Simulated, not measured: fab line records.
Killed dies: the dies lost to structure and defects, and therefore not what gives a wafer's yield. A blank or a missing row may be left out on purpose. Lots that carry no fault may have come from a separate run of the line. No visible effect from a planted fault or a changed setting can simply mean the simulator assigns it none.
A struck lot beside a sound one :: flow sky130 :: 44 steps out of a route of 708
Sound: these wafers, L170.3, L170.5, L170.6. Struck: wafer L169.4 (left out: L169.3, L169.6 of the same lot, which were not struck); the cause appears at the end.
Per side, at each step with rows, come the tool, then ch with its chambers, and then its first start. Under that, the readings that differ: sound wafers :: struck wafers :: difference of the means :: sigmas: that difference in standard deviations of wafers without a fault.
alike: readings whose means differ by less than 2 such deviations, and words and numbers that are the same on both sides. not compared: withheld readings, readings that some wafer has no value for, bounds like >300 that may hide the same value, and numbers for which the record gives no deviation and whose values overlap.
Wherever a step has rows on one side only, a row that says differs or no value, or a row with sigmas, the two part there. Numbers that don't overlap but have no deviation are shown without sigmas and don't part them. A reading that every wafer of one side lacks parts them only if that side has two wafers or more.

first, 2 steps without rows for these wafers: SKY_VIA2_CLEAN_18 (cleans in IPA, time 180 s); SKY_VIA2_CLEAN_19 (cleans in O3/DIW).
SKY_VIA2_SPUTTER_20: material TiN, target thk 20 nm, time 80 s.
  struck on pvdSputter-03, day 40 00:25; sound on pvdSputter-02, day 40 05:32
  alike: throttleValvePct
SKY_VIA2_CVD_21: deposits W, target thk 420 nm, time 126.4 s.
  sound on cvdW-01 ch 0,1, day 40 05:38; struck on cvdW-01 ch 1, day 40 00:31
  alike: heaterPowerW
SKY_VIA2_RS_MEAS_22: a four-point-probe measurement.
  struck on filmMetro-02, day 40 00:38; sound on filmMetro-04, day 40 05:49
  alike: VIA2_W_RS
SKY_VIA2_THK_MEAS_23: measures by xrf.
  struck on filmMetro-02, day 40 00:44; sound on filmMetro-04, day 40 05:55
  alike: VIA2_W_THK
SKY_VIA2_CMP_24: polishes, stops on SiO2, t overpolish 20 s, target thk 0 nm.
  sound on cmp-02 ch 0,1,3, day 40 06:03; struck on cmp-02 ch 3, day 40 00:47
  alike: motorCurrentA, overpolishRunS, slurryFlowMlMin, timeToEndpointS
SKY_METAL3_SPUTTER_00: material Ti, target thk 15 nm, time 10 s.
  struck on pvdSputter-04, day 40 01:05; sound on pvdSputter-02, day 40 06:15
  alike: throttleValvePct
SKY_METAL3_SPUTTER_01: material TiN, target thk 20 nm, time 16.7 s.
  struck on pvdSputter-04, day 40 01:06; sound on pvdSputter-02, day 40 06:16
  alike: throttleValvePct
then, 3 steps without rows for these wafers: SKY_METAL3_SPUTTER_02 (material AlCu, target thk 735 nm, time 39.1 s); SKY_METAL3_SPUTTER_03 (material Ti, target thk 5 nm, time 3.3 s); SKY_METAL3_SPUTTER_04 (material TiN, target thk 70 nm, time 58.3 s).
SKY_CAPM_CVD_00: deposits SiO2, target thk 15.5 nm.
  sound on pecvd-03 ch 0,1,2, day 40 06:24; struck on pecvd-02 ch 1, day 40 01:14
reading: model.SiO2_of_CAPM_CVD_00.thkNm (nm)
sound: 15.9 15.83 16.08
struck: 28.53
difference: +12.59
sigmas: 
  alike: heaterPowerW
SKY_CAPM_THK_MEAS_01:
  struck on filmMetro-01, day 40 01:17; sound on filmMetro-01, day 40 06:27
reading: CAPM_CVD_00_THK (nm)
sound: 15.89 15.87 16.12
struck: 28.54
difference: +12.58
sigmas: +57
then, 1 step without rows for these wafers: SKY_CAPM_SPUTTER_02 (material TiN, target thk 200 nm, time 174 s).
SKY_CAPM_RS_MEAS_03: a four-point-probe measurement.
  struck on filmMetro-02, day 40 01:28; sound on filmMetro-01, day 40 06:43
  alike: CAPM_TIN_RS
SKY_CAPM_THK_MEAS_04: measures by xrf.
  struck on filmMetro-02, day 40 01:34; sound on filmMetro-01, day 40 06:49
  alike: CAPM_TIN_THK
then, 7 steps without rows for these wafers: SKY_CAPM_DEHYDRATE_05 (time 60 s); SKY_CAPM_HMDS_06 (prime time 60 s); SKY_CAPM_COAT_07 (resist thk 1140 nm); SKY_CAPM_SOFTBAKE_08 (time 60 s); SKY_CAPM_EXPOSE_09 (exposes mask CAPM, target cd 1000 nm); SKY_CAPM_PEB_10; SKY_CAPM_DEVELOP_11 (develop time 60 s).
SKY_CAPM_OVL_MEAS_12:
  struck on overlay-02, day 41 01:54; sound on overlay-02, day 41 06:41
  alike: CAPM_OVL
then, 13 steps without rows for these wafers: SKY_CAPM_METAL_ETCH_13 (etches TiN in Cl2/BCl3, stops on SiO2, target depth 220 nm, time 62.9 s); SKY_CAPM_STRIP_14 (strips in O2/N2); SKY_CAPM_STRIP_15 (strips in post etch residue remover, time 1200 s); SKY_CAPM_CLEAN_16 (cleans in IPA, time 180 s); SKY_CAPM_CLEAN_17 (cleans in O3/DIW); SKY_METAL3_DEHYDRATE_05 (time 60 s); SKY_METAL3_HMDS_06 (prime time 60 s); SKY_METAL3_COAT_07 (resist thk 60 nm); SKY_METAL3_COAT_08 (resist thk 1140 nm); SKY_METAL3_SOFTBAKE_09 (time 90 s); SKY_METAL3_EXPOSE_10 (exposes mask MM3, target cd 300 nm); SKY_METAL3_PEB_11; SKY_METAL3_DEVELOP_12 (develop time 60 s).
SKY_METAL3_CD_MEAS_13: target cd 300 nm.
  struck on cdSem-02, day 42 02:23; sound on cdSem-01, day 42 06:55
  alike: cdNm
SKY_METAL3_OVL_MEAS_14:
  struck on overlay-01, day 42 02:29; sound on overlay-02, day 42 07:01
reading: METAL3_OVL (nm)
sound: -6 -2 4
struck: -12
difference: -11
sigmas: -2
then, 2 steps without rows for these wafers: SKY_METAL3_DESCUM_15 (chemistry O2, time 8 s); SKY_METAL3_ETCH_16 (etches BARC in N2/H2, stops on SiO2, time 88.2 s, target depth 60 nm).
SKY_METAL3_ETCH_17: etches SiO2 in C4F8/O2/Ar, stops on TiN, time 3.9 s, target depth 15 nm.
  sound on rieDiel-02 ch 0,3, day 42 07:18; struck on rieDiel-04 ch 0, day 42 02:38
reading: oesProductAu (a.u.)
sound: 0.765 0.766 0.765
struck: 0.994
difference: +0.229
sigmas: +35
  not compared: rfHoursCounterH
-- the record jumps here: 7 days lie between the struck wafers' starts before and after (it left off in module METAL3 and takes up again in module PAD_OPEN, whose first step shown is number 708 of the route) --
SKY_PAD_OPEN_PROBE_99:
  struck on prober-01, day 48 19:10; sound on prober-02, day 49 01:21
reading: model.etest.tester.sortNPass
sound: 391 401 407
struck: 0
difference: -400
sigmas: 

reading: model.etest.tester.sortYieldPct (%)
sound: 79.47 81.5 82.72
struck: 0
difference: -81
sigmas: 

reading: model.etest.tester.sort_bin_3_pct (%)
sound: 0.813 0.4065 1.423
struck: 83.74
difference: +82.86
sigmas: 

reading: model.etest.nfet_05v0_nvt.short
sound: 0 0 0
struck: 1
difference: +1
sigmas: 

reading: model.etest.diodePdiffNwellHv.overLimit
sound: 0 0 0
struck: 1
difference: +1
sigmas: 

reading: model.etest.polyComb.overLimit
sound: 0 0 0
struck: 1
difference: +1
sigmas: 

reading: model.etest.met2Comb.overLimit
sound: 0 0 0
struck: 1
difference: +1
sigmas: 

reading: model.etest.pfet_16v.overLimit
sound: 0 0 0
struck: 1
difference: +1
sigmas: 
  alike: defectLimitedYield, killed_at_M0_to_M3, killed_at_M4_up, killedAtContacts, killedAtFrontEnd, killedAtOther, killedDies, killedOnRim, killedOpen, killedShort

WHERE THEY PART
Earliest at SKY_CAPM_THK_MEAS_01; latest, in this record, at SKY_METAL3_ETCH_17. Later steps at which nothing parts them and some readings are alike: SKY_PAD_OPEN_PROBE_99.

WHY: what the simulator had put in
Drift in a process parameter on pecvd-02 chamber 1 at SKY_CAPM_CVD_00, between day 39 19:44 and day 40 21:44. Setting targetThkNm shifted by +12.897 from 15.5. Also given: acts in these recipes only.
